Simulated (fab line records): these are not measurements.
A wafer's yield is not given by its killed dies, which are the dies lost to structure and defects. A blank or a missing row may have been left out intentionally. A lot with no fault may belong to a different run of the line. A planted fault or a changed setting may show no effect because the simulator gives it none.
One fault through the eyes of 2 desks ; flow sky130 ; only its own numbers are on each desk; what lay behind them is given at the end

## DESK OF THE TOOL OWNER: implanter-01
The tool's own readings at SKY_GATE_OXIDE_IMPLANT_11, given as means over the sampled wafers that have a number, one for each lot that went through this tool. If a lot's mean is further than 4 standard deviations from the usual mean, the lot is out of limits and carries the mark OUT (the distance appears in the brackets).
Columns: A = beam energy keV at SKY_GATE_OXIDE_IMPLANT_11, usual 10.000
lot;first seen here;A
L741;day 14 17:43;9.999
L746;day 16 00:43;8.528 (-99 or more) OUT
L747;day 16 10:13;8.528 (-99 or more) OUT
L755;day 19 02:25;10.000
This desk's finding: out of limits on L746, L747; first on L746, day 16 00:43 (beam energy keV at SKY_GATE_OXIDE_IMPLANT_11). In limits: L741, L755.

## FROM THE METROLOGY DESK
What the gauges read for every lot (on any tool): the sampled wafers with a number, averaged. If a lot's mean is further than 4 standard deviations from the usual mean, the lot is out of limits and carries the mark OUT (the distance appears in the brackets).
Columns: A = GATE_OXIDE_TW at SKY_GATE_OXIDE_TW_MEAS_14, usual 221.4; B = LDD_P_OVL at SKY_LDD_P_OVL_MEAS_08, usual 0.0 nm
lot;first seen here;A;B
L741;day 14 18:04;221.4;1.1
L745;day 15 14:23;223.0;1.4
L746;day 16 01:05;214.0 (-5.7) OUT;-1.2
L747;day 16 10:34;215.3 (-4.7) OUT;0.1
L748;day 16 17:24;223.2;0.6
L753;day 18 12:22;220.8;-0.2
L755;day 19 02:46;220.9;-0.8
L756;day 19 18:37;221.3;0.4
L757;day 19 23:55;221.3;0.1
L758;day 20 02:40;222.5;-1.8
L761;day 21 04:02;220.2;1.8
L762;day 22 00:00;219.9;0.2
This desk reports L746, L747 out of limits; the earliest was L746 at day 16 01:05 (GATE_OXIDE_TW at SKY_GATE_OXIDE_TW_MEAS_14). In limits: L741, L745, L748, L753, L755, L756, L757, L758, L761, L762.

## TAKEN TOGETHER
On L746, L747, at day 16 00:43, an alarm was possible from the tool owner's desk.
Metrology desk: alarm possible at day 16 01:05 on L746, L747.
On implanter-01, each named lot ran SKY_GATE_OXIDE_IMPLANT_11.

## WHAT HAD BEEN PUT IN BY THE SIMULATOR
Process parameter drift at SKY_GATE_OXIDE_IMPLANT_11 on implanter-01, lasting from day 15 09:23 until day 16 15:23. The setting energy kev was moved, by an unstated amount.
Struck lots among those shown: L746, L747.
Counting hours from when the fault started, the first reading out of limits came at 15 for the tool owner's desk and at 16 for the metrology desk.
